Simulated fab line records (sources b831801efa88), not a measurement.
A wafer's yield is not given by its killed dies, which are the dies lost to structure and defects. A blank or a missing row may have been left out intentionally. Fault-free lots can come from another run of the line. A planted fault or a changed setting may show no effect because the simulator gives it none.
fab line records -- flow gf180mcu
[record] lots = 6, wafers = 18, last_day = 34
route steps=602 shown PSD@256 NSD@262 SAB@264 SALICIDE@278
lots untouched by any fault: they come from a run of this same line in which no faults occurred
start_h: hours from the record's first day to the start of the lot's first wafer shown -- wait_h: how many hours have passed since the lot's step before this one -- " unchanged from the row above -- L1.1+2: several wafers, shown together as one row -- - no value present, or no start provided -- * or withheld: withheld -- < > ~ a bound
route shown NAME@n: a module of which the file shows steps, and the number in the route of the first -- usual: mean and standard deviation over wafers with no fault -- same: alike in all rows -- chamber/n: place in a boat -- sites: each site's reading -- _std_site: standard deviation of those values -- _edge_site: outer sites' mean less inner sites' -- radius_mm: for every site, how far away it sits from the centre of the wafer -- mask NAME#n: copy n -- behind: the most recent tool/chamber to have shaped the wafer -- hold: the reason the lot was held/the length of the hold in hours/how it ended -- device: the n, p or np transistor that did not switch -- end of line: the tests these same wafers got at the end of their route -- a step with no rows: only its recipe -- killed: dies lost to structure and defects at the first sort, not the wafer's yield -- map: per-die view of a wafer (x killed, . not killed, _ where there is no die)
set.NAME: the run value of the setting; set.NAME@STEP: its run value at that earlier step -- model.NAME: the simulator's own value behind a step, which no gauge read
lots seen at some steps along the route; tables by step, rows by wafer
services: the hour from which a tool's chamber was out of use, counted from the record's first day as start_h (under 0 if before that day), plus the number of hours and why
[[steps]]
[step GF_PSD_OVL_MEAS_08]
[usual] PSD_OVL = -0.7/1.7
lot.wafer,tool,chamber,start_h,wait_h,PSD_OVL[nm]
L343.1,overlay-02,-,335.91,0.1,3.0
L343.4,overlay-02,-,335.91,0.1,2.3
L343.6,overlay-02,-,335.91,0.1,0.0
L346.1,overlay-01,-,358.85,0.1,-2.6
L346.5,overlay-01,-,358.85,0.1,-1.8
L346.6,overlay-01,-,358.85,0.1,-3.3
L358.1,overlay-02,-,462.63,0.1,-1.7
L358.3,overlay-02,-,462.63,0.1,-0.3
L358.4,overlay-02,-,462.63,0.1,0.6
L359.1,overlay-01,-,474.50,0.1,-2.8
L359.2,overlay-01,-,474.50,0.1,-3.1
L359.4,overlay-01,-,474.50,0.1,-1.0
L360.2,overlay-02,-,485.58,0.1,-2.1
L360.5,overlay-02,-,485.58,0.1,-0.9
L360.6,overlay-02,-,485.58,0.1,-1.7
L364.1,overlay-02,-,510.96,0.1,0.4
L364.2,overlay-02,-,510.96,0.1,-1.0
L364.6,overlay-02,-,510.96,0.1,-2.1
[step GF_PSD_IMPLANT_09]
[recipe] species = BF2, energy_kev = 40, dose_cm2 = 1.5e+15, tilt_deg = 7
[step GF_PSD_STRIP_10]
[recipe] chemistry = O2/N2, power_w = 1400, pressure_mtorr = 1500, platen_temp_c = 250, o2_flow_sccm = 3000, n2_flow_sccm = 300, overash_fraction = 0.5
[usual] drypump_motor_current_A = 5.4/0.52, heater_power_w = 344/33, oes_product_au = 0.592/0.0043, strip_time_to_endpoint_s = 16.53/0.035
[same] overash_fraction = 0.5
lot.wafer,tool,chamber,start_h,wait_h,drypump_motor_current_A,heater_power_w,oes_product_au,rf_hours_counter_h,strip_time_to_endpoint_s
L343.1,plasma_asher-02,0,336.10,0.1,5.5,409,0.589,22,16.54
L343.4,plasma_asher-02,0,336.10,0.1,5.6,401,0.592,-,16.50
L343.6,plasma_asher-02,0,336.10,0.1,5.6,397,0.581,-,16.58
L346.1,plasma_asher-04,0,359.03,0.1,6.5,304,0.586,71,16.59
L346.5,plasma_asher-04,1,359.03,0.1,4.9,310,0.590,-,16.54
L346.6,plasma_asher-04,0,359.03,0.1,6.5,315,0.592,-,16.62
L358.1,plasma_asher-02,1,462.81,0.1,5.5,330,0.592,34,16.57
L358.3,plasma_asher-02,0,462.81,0.1,5.6,403,0.595,-,16.61
L358.4,plasma_asher-02,1,462.81,0.1,5.5,328,0.588,-,16.57
L359.1,plasma_asher-02,0,474.68,0.1,5.6,393,0.595,35,16.51
L359.2,plasma_asher-02,1,474.68,0.1,5.5,332,0.595,35,16.51
L359.4,plasma_asher-02,0,474.68,0.1,5.6,408,0.596,-,16.54
L360.2,plasma_asher-04,1,485.76,0.1,4.9,331,0.595,85,16.49
L360.5,plasma_asher-04,1,485.76,0.1,4.9,326,0.596,-,16.47
L360.6,plasma_asher-04,0,485.76,0.1,6.5,309,0.585,-,16.47
L364.1,plasma_asher-03,1,511.15,0.1,5.0,351,0.596,9,16.54
L364.2,plasma_asher-03,0,511.15,0.1,5.0,334,0.591,9,16.55
L364.6,plasma_asher-03,0,511.15,0.1,5.0,335,0.591,-,16.51
[step GF_PSD_TW_MEAS_11]
[usual] PSD_TW = 3187/16
lot.wafer,tool,chamber,start_h,wait_h,PSD_TW
L343.1,film_metro-03,-,336.20,0.1,3205
L343.4,film_metro-03,-,336.20,0.1,3204
L343.6,film_metro-03,-,336.20,0.1,3203
L346.1,film_metro-03,-,359.13,0.1,3200
L346.5,film_metro-03,-,359.13,0.1,3214
L346.6,film_metro-03,-,359.13,0.1,3215
L358.1,film_metro-01,-,462.91,0.1,3202
L358.3,film_metro-01,-,462.91,0.1,3218
L358.4,film_metro-01,-,462.91,0.1,3202
L359.1,film_metro-03,-,474.78,0.1,3203
L359.2,film_metro-03,-,474.78,0.1,3211
L359.4,film_metro-03,-,474.78,0.1,3218
L360.2,film_metro-01,-,485.87,0.1,3193
L360.5,film_metro-01,-,485.87,0.1,3212
L360.6,film_metro-01,-,485.87,0.1,3185
L364.1,film_metro-04,-,511.25,0.1,3189
L364.2,film_metro-04,-,511.25,0.1,3161
L364.6,film_metro-04,-,511.25,0.1,3168
[step GF_PSD_CLEAN_12]
[recipe] chemistry = SC1/SC2, mix = 1:4:20, temp_c = 70, time_s = 150, dry = n2_spin
[step GF_PSD_RTA_13]
[recipe] temp_c = 1025, time_s = 20, ambient = N2
[usual] lamp_power_pct = 39.2/2.8, wafer_temp_C_max = 1029.8/2.1
lot.wafer,tool,chamber,start_h,wait_h,lamp_power_pct,wafer_temp_C_max
L343.1,rtp_anneal-01,0,336.36,0.0,41.8,1033.4
L343.4,rtp_anneal-01,0,336.36,0.0,41.7,1031.8
L343.6,rtp_anneal-01,0,336.36,0.0,41.8,1031.7
L346.1,rtp_anneal-01,0,359.24,0.0,41.8,1031.3
L346.5,rtp_anneal-01,0,359.24,0.0,41.8,1032.1
L346.6,rtp_anneal-01,0,359.24,0.0,41.7,1032.5
L358.1,rtp_anneal-01,0,463.07,0.0,41.8,1033.3
L358.3,rtp_anneal-01,0,463.07,0.0,41.7,1030.2
L358.4,rtp_anneal-01,0,463.07,0.0,41.8,1029.8
L359.1,rtp_anneal-01,0,474.90,0.0,41.8,1031.5
L359.2,rtp_anneal-01,0,474.90,0.0,41.8,1030.9
L359.4,rtp_anneal-01,0,474.90,0.0,41.9,1032.1
L360.2,rtp_anneal-02,0,485.99,0.0,36.2,1027.4
L360.5,rtp_anneal-02,0,485.99,0.0,36.1,1027.3
L360.6,rtp_anneal-02,0,485.99,0.0,36.2,1027.9
L364.1,rtp_anneal-01,0,511.38,0.0,41.8,1030.8
L364.2,rtp_anneal-01,0,511.38,0.0,41.8,1031.8
L364.6,rtp_anneal-01,0,511.38,0.0,41.8,1033.5
[step GF_PSD_RS_MEAS_14]
[recipe] thk_meas_gauge = four-point-probe
[usual] NSD_RS = 46.13/0.085
lot.wafer,tool,chamber,start_h,wait_h,NSD_RS[ohm/sq]
L343.1,film_metro-01,-,336.44,0.1,46.11
L343.4,film_metro-01,-,336.44,0.1,46.25
L343.6,film_metro-01,-,336.44,0.1,46.25
L346.1,film_metro-03,-,359.33,0.1,46.14
L346.5,film_metro-03,-,359.33,0.1,46.27
L346.6,film_metro-03,-,359.33,0.1,46.20
L358.1,film_metro-01,-,463.16,0.1,46.15
L358.3,film_metro-01,-,463.16,0.1,46.12
L358.4,film_metro-01,-,463.16,0.1,46.05
L359.1,film_metro-04,-,474.98,0.1,45.95
L359.2,film_metro-04,-,474.98,0.1,46.03
L359.4,film_metro-04,-,474.98,0.1,46.10
L360.2,film_metro-01,-,486.08,0.1,46.13
L360.5,film_metro-01,-,486.08,0.1,46.05
L360.6,film_metro-01,-,486.08,0.1,46.05
L364.1,film_metro-03,-,511.46,0.1,46.03
L364.2,film_metro-03,-,511.46,0.1,46.10
L364.6,film_metro-03,-,511.46,0.1,46.09
[step GF_PSD_RS_MEAS_15]
[recipe] thk_meas_gauge = four-point-probe
[usual] PSD_RS = 108.57/0.26
lot.wafer,tool,chamber,start_h,wait_h,PSD_RS[ohm/sq]
L343.1,film_metro-01,-,336.56,0.1,108.69
L343.4,film_metro-01,-,336.56,0.1,108.87
L343.6,film_metro-01,-,336.56,0.1,108.81
L346.1,film_metro-03,-,359.45,0.1,108.75
L346.5,film_metro-03,-,359.45,0.1,108.76
L346.6,film_metro-03,-,359.45,0.1,108.32
L358.1,film_metro-01,-,463.28,0.1,108.62
L358.3,film_metro-01,-,463.28,0.1,108.38
L358.4,film_metro-01,-,463.28,0.1,108.33
L359.1,film_metro-04,-,475.10,0.1,108.02
L359.2,film_metro-04,-,475.10,0.1,108.58
L359.4,film_metro-04,-,475.10,0.1,108.53
L360.2,film_metro-01,-,486.20,0.1,108.13
L360.5,film_metro-01,-,486.20,0.1,107.92
L360.6,film_metro-01,-,486.20,0.1,107.99
L364.1,film_metro-03,-,511.58,0.1,108.35
L364.2,film_metro-03,-,511.58,0.1,108.39
L364.6,film_metro-03,-,511.58,0.1,108.49
[step GF_SAB_CVD_00]
[recipe] material = SiO2, target_thk_nm = 50, precursor = TEOS, temp_c = 400, time_s = 4.9302, rf_w = 600
[usual] heater_power_w = 637/110
lot.wafer,tool,chamber,start_h,wait_h,heater_power_w
L343.1,pecvd-01,0,336.68,0.1,454
L343.4,pecvd-01,2,336.68,0.1,692
L343.6,pecvd-01,1,336.68,0.1,620
L346.1,pecvd-01,0,359.57,0.1,423
L346.5,pecvd-01,2,359.57,0.1,680
L346.6,pecvd-01,1,359.57,0.1,566
L358.1,pecvd-01,2,463.40,0.1,579
L358.3,pecvd-01,1,463.40,0.1,614
L358.4,pecvd-01,1,463.40,0.1,498
L359.1,pecvd-02,0,475.22,0.1,692
L359.2,pecvd-02,2,475.22,0.1,825
L359.4,pecvd-02,1,475.22,0.1,457
L360.2,pecvd-01,0,486.30,0.1,480
L360.5,pecvd-01,2,486.30,0.1,687
L360.6,pecvd-01,0,486.30,0.1,502
L364.1,pecvd-04,1,511.70,0.1,715
L364.2,pecvd-04,0,511.70,0.1,798
L364.6,pecvd-04,0,511.70,0.1,773
[step GF_SAB_THK_MEAS_01]
[recipe] reads = SiO2_of_SAB_CVD_00
[usual] SAB_CVD_00_THK = 49.9/0.61
lot.wafer,tool,chamber,start_h,wait_h,SAB_CVD_00_THK[nm]
L343.1,film_metro-04,-,336.70,0.0,49.4
L343.4,film_metro-04,-,336.70,0.0,50.2
L343.6,film_metro-04,-,336.70,0.0,50.4
L346.1,film_metro-02,-,359.59,0.0,49.8
L346.5,film_metro-02,-,359.59,0.0,51.1
L346.6,film_metro-02,-,359.59,0.0,50.9
L358.1,film_metro-04,-,463.42,0.0,49.7
L358.3,film_metro-04,-,463.42,0.0,49.7
L358.4,film_metro-04,-,463.42,0.0,50.4
L359.1,film_metro-02,-,475.24,0.0,49.9
L359.2,film_metro-02,-,475.24,0.0,49.3
L359.4,film_metro-02,-,475.24,0.0,50.7
L360.2,film_metro-04,-,486.33,0.0,50.3
L360.5,film_metro-04,-,486.33,0.0,51.1
L360.6,film_metro-04,-,486.33,0.0,50.4
L364.1,film_metro-04,-,511.72,0.0,48.7
L364.2,film_metro-04,-,511.72,0.0,49.3
L364.6,film_metro-04,-,511.72,0.0,49.7
[step GF_SAB_DEHYDRATE_02]
[recipe] temp_c = 200, time_s = 60
[step GF_SAB_HMDS_03]
[recipe] prime_time_s = 60, prime_temp_c = 120
[step GF_SAB_COAT_04]
[recipe] resist = NOVOLAK, spin_rpm = 3000, resist_thk_nm = 1000
[usual] exhaust_pa = 44.9/0.93
lot.wafer,tool,chamber,start_h,wait_h,exhaust_pa,model.NOVOLAK_of_SAB_COAT_04.thk_nm
L343.1,litho_track-02,0,347.16,0.1,45.0,999.4
L343.4,litho_track-02,0,347.16,0.1,46.1,1001
L343.6,litho_track-02,0,347.16,0.1,46.0,998.6
L346.1,litho_track-02,0,369.81,0.1,44.8,996.2
L346.5,litho_track-02,0,369.81,0.1,45.2,997.7
L346.6,litho_track-02,0,369.81,0.1,42.5,1000
L358.1,litho_track-02,0,475.11,0.1,46.7,1002
L358.3,litho_track-02,0,475.11,0.1,46.4,1001
L358.4,litho_track-02,0,475.11,0.1,46.2,1001
L359.1,litho_track-02,0,486.81,0.1,44.3,1042
L359.2,litho_track-02,0,486.81,0.1,43.6,1046
L359.4,litho_track-02,0,486.81,0.1,46.0,1044
L360.2,litho_track-02,0,497.39,0.1,44.9,1044
L360.5,litho_track-02,0,497.39,0.1,45.0,1046
L360.6,litho_track-02,0,497.39,0.1,45.0,1043
L364.1,litho_track-03,0,522.56,0.1,46.7,999.5
L364.2,litho_track-03,0,522.56,0.1,46.9,1000
L364.6,litho_track-03,0,522.56,0.1,46.9,998.5
[step GF_SAB_SOFTBAKE_05]
[recipe] temp_c = 90, time_s = 60, resist = NOVOLAK
[step GF_SAB_EXPOSE_06]
[recipe] mask_id = SAB, target_cd_nm = 420, na = 0.6, source_shape = conventional, sigma_outer = 0.6, dose_mj = 140
[step GF_SAB_PEB_07]
[recipe] temp_c = withheld, time_s = *, resist = NOVOLAK
[step GF_SAB_DEVELOP_08]
[recipe] develop_time_s = 60, dev_temp_c = 23
[step GF_SAB_CD_MEAS_09]
[recipe] target_cd_nm = 420
[usual] cd_nm = 419.7/2.2
lot.wafer,tool,chamber,start_h,wait_h,cd_nm
L343.1,cd_sem-01,-,358.21,0.1,420.5
L343.4,cd_sem-01,-,358.21,0.1,419.8
L343.6,cd_sem-01,-,358.21,0.1,421.2
L346.1,cd_sem-02,-,381.43,0.1,419.3
L346.5,cd_sem-02,-,381.43,0.1,418.2
L346.6,cd_sem-02,-,381.43,0.1,417.2
L358.1,cd_sem-02,-,487.06,0.1,417.8
L358.3,cd_sem-02,-,487.06,0.1,418.5
L358.4,cd_sem-02,-,487.06,0.1,415.0
L359.1,cd_sem-02,-,498.46,0.1,423.7
L359.2,cd_sem-02,-,498.46,0.1,423.6
L359.4,cd_sem-02,-,498.46,0.1,425.1
L360.2,cd_sem-02,-,510.05,0.1,427.0
L360.5,cd_sem-02,-,510.05,0.1,423.7
L360.6,cd_sem-02,-,510.05,0.1,424.2
L364.1,cd_sem-01,-,534.41,0.1,419.3
L364.2,cd_sem-01,-,534.41,0.1,418.4
L364.6,cd_sem-01,-,534.41,0.1,419.5
[step GF_SAB_OVL_MEAS_10]
[usual] SAB_OVL = 0.8/1.2
lot.wafer,tool,chamber,start_h,wait_h,SAB_OVL[nm]
L343.1,overlay-01,-,358.33,0.1,2.9
L343.4,overlay-01,-,358.33,0.1,2.0
L343.6,overlay-01,-,358.33,0.1,1.4
L346.1,overlay-02,-,381.55,0.1,2.2
L346.5,overlay-02,-,381.55,0.1,2.4
L346.6,overlay-02,-,381.55,0.1,1.4
L358.1,overlay-02,-,487.18,0.1,0.7
L358.3,overlay-02,-,487.18,0.1,-0.8
L358.4,overlay-02,-,487.18,0.1,1.1
L359.1,overlay-01,-,498.58,0.1,0.4
L359.2,overlay-01,-,498.58,0.1,-0.5
L359.4,overlay-01,-,498.58,0.1,-0.7
L360.2,overlay-02,-,510.15,0.1,0.5
L360.5,overlay-02,-,510.15,0.1,-0.8
L360.6,overlay-02,-,510.15,0.1,-0.6
L364.1,overlay-02,-,534.53,0.1,1.7
L364.2,overlay-02,-,534.53,0.1,2.1
L364.6,overlay-02,-,534.53,0.1,2.2
[step GF_SAB_ETCH_11]
[recipe] chemistry = C4F8/O2/Ar, mask_material = NOVOLAK, target = SiO2, target_depth_nm = 55, source_w = 1500, bias_w = 1200, pressure_mtorr = 40, c4f8_flow_sccm = withheld, O2_flow_sccm = 6, Ar_flow_sccm = 300, time_s = 8.5
[usual] oes_product_au = 1.000/0.0078
lot.wafer,tool,chamber,start_h,wait_h,oes_product_au,rf_hours_counter_h,model.NOVOLAK_of_SAB_COAT_04.thk_nm,model.SAB.cd_nm
L343.1,rie_diel-04,1,358.37,0.0,0.990,5,988,420.3
L343.4,rie_diel-04,0,358.37,0.0,0.999,13,989.3,419.5
L343.6,rie_diel-04,1,358.37,0.0,0.992,-,987.2,420.9
L346.1,rie_diel-03,0,381.58,0.0,1.003,3,984.7,418.8
L346.5,rie_diel-03,3,381.58,0.0,1.010,-,986.2,418.4
L346.6,rie_diel-03,0,381.58,0.0,1.009,-,989,416.9
L358.1,rie_diel-02,1,487.21,0.0,0.998,66,990.3,417.9
L358.3,rie_diel-02,2,487.21,0.0,1.004,6,989.1,418.7
L358.4,rie_diel-02,2,487.21,0.0,1.001,-,989.2,414.8
L359.1,rie_diel-02,2,498.61,0.0,0.998,7,1031,423.5
L359.2,rie_diel-02,1,498.61,0.0,0.992,66,1035,423.5
L359.4,rie_diel-02,1,498.61,0.0,0.995,-,1032,425.4
L360.2,rie_diel-02,0,510.18,0.0,1.000,15,1032,427
L360.5,rie_diel-02,1,510.18,0.0,0.997,-,1034,424.1
L360.6,rie_diel-02,0,510.18,0.0,1.002,-,1031,424.3
L364.1,rie_diel-04,1,534.57,0.0,0.988,8,988.3,419.7
L364.2,rie_diel-04,0,534.57,0.0,1.008,17,988.6,418.5
L364.6,rie_diel-04,3,534.57,0.0,0.987,-,987.3,419.7
[step GF_SAB_WET_ETCH_12]
[recipe] chemistry = dHF, target_depth_nm = 22, dry = n2_spin, target = SiO2, temp_c = 25, dilution = 100:1, time_s = 440
[step GF_SAB_STRIP_13]
[recipe] chemistry = O2/N2, power_w = 1400, pressure_mtorr = 1500, platen_temp_c = 250, o2_flow_sccm = 3000, n2_flow_sccm = 300, overash_fraction = 0.5
[usual] drypump_motor_current_A = 5.5/0.64, heater_power_w = 333/45, oes_product_au = 0.709/0.0044, strip_time_to_endpoint_s = 12.596/0.03
[same] overash_fraction = 0.5
lot.wafer,tool,chamber,start_h,wait_h,drypump_motor_current_A,heater_power_w,oes_product_au,rf_hours_counter_h,strip_time_to_endpoint_s
L343.1,plasma_asher-03,0,358.53,0.0,5.0,327,0.710,68,12.600
L343.4,plasma_asher-03,1,358.53,0.0,4.9,360,0.706,-,12.621
L343.6,plasma_asher-03,0,358.53,0.0,5.0,341,0.711,-,12.589
L346.1,plasma_asher-04,0,381.74,0.0,6.5,307,0.709,74,12.590
L346.5,plasma_asher-04,0,381.74,0.0,6.5,311,0.709,-,12.576
L346.6,plasma_asher-04,1,381.74,0.0,4.9,317,0.716,-,12.614
L358.1,plasma_asher-04,0,487.36,0.0,6.5,299,0.708,85,12.624
L358.3,plasma_asher-04,0,487.36,0.0,6.5,306,0.709,-,12.628
L358.4,plasma_asher-04,1,487.36,0.0,4.9,326,0.715,-,12.621
L359.1,plasma_asher-03,1,498.79,0.0,5.0,344,0.704,7,13.032
L359.2,plasma_asher-03,0,498.79,0.0,5.0,332,0.701,7,13.082
L359.4,plasma_asher-03,1,498.79,0.0,5.0,346,0.709,-,13.035
L360.2,plasma_asher-03,0,510.35,0.0,5.0,326,0.701,9,13.048
L360.5,plasma_asher-03,1,510.35,0.0,5.0,343,0.705,-,13.071
L360.6,plasma_asher-03,0,510.35,0.0,5.0,328,0.703,-,13.034
L364.1,plasma_asher-04,0,534.85,0.0,6.5,300,0.713,90,12.611
L364.2,plasma_asher-04,1,534.85,0.0,4.9,324,0.698,90,12.600
L364.6,plasma_asher-04,1,534.85,0.0,4.9,321,0.711,-,12.600
[step GF_SALICIDE_CLEAN_00]
[recipe] chemistry = SC1/SC2, mix = 1:4:20, temp_c = 70, time_s = 150
[[services]]
tool,chamber,start_h,hours,kind
rie_diel-04,1,325.18,6.7,repair
rie_diel-04,0,359.97,5.9,repair
pecvd-01,0,363.74,5.7,repair
plasma_asher-02,-,374.45,14.6,pm
rie_diel-02,3,379.17,5.3,repair
rie_diel-04,-,381.66,2.8,pm
plasma_asher-04,-,382.66,2.0,repair
rie_diel-04,3,398.07,3.3,repair
rie_diel-04,2,398.86,46.9,repair
plasma_asher-02,-,404.87,4.0,pm
plasma_asher-03,-,410.89,0.7,repair
plasma_asher-02,-,413.05,6.8,repair
plasma_asher-03,-,421.25,9.0,pm
plasma_asher-03,-,422.05,0.9,repair
rie_diel-02,-,423.43,0.5,repair
rie_diel-02,1,428.41,24.2,repair
rie_diel-02,3,431.63,6.2,repair
rie_diel-02,2,432.13,1.7,repair
rie_diel-02,0,436.29,31.9,repair
plasma_asher-02,-,465.81,1.8,repair
rie_diel-02,1,476.66,3.2,repair
plasma_asher-04,-,496.03,6.7,repair
pecvd-01,-,513.72,5.5,pm
rie_diel-02,0,513.77,2.8,repair
[[key]]
[first_sign] step = GF_SAB_CD_MEAS_09, reading = cd_nm, direction = up, sigmas = 2.3, usual = 419.7, struck = 424.6
[effect] step = GF_SAB_STRIP_13, reading = strip_time_to_endpoint_s, direction = up, sigmas = 15, usual = *, struck = *
[model_effect] step = GF_SAB_COAT_04, value = NOVOLAK_of_SAB_COAT_04.thk_nm, without = 998.7, struck = 1044
[model_effect] step = GF_SAB_ETCH_11, value = NOVOLAK_of_SAB_COAT_04.thk_nm, without = 987.4, struck = 1033
met_at GF_SAB_COAT_04
struck_wafers L359.1,L359.2,L359.4,L360.2,L360.5,L360.6
tester_left_out L359,L360
onset_between 475.11 486.81
also_fits GF_SAB_ETCH_11:rie_diel-02,GF_SAB_STRIP_13:plasma_asher-03
[fault] kind = process_parameter_drift, tool = litho_track-02, chamber = -, onset_h = 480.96, steps = GF_SAB_COAT_04, channel = resist_thk_nm, offset = *, shape = step, end_h = 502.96, acts_in = *, stated = *
// tester_left_out: of these lots the tester's yield and bins aren't shown, on N5 and GAA mostly nor the transistor test; their killed dies are dies lost to structure and defects alone, not to doping, threshold or leakage, so they don't give the yield
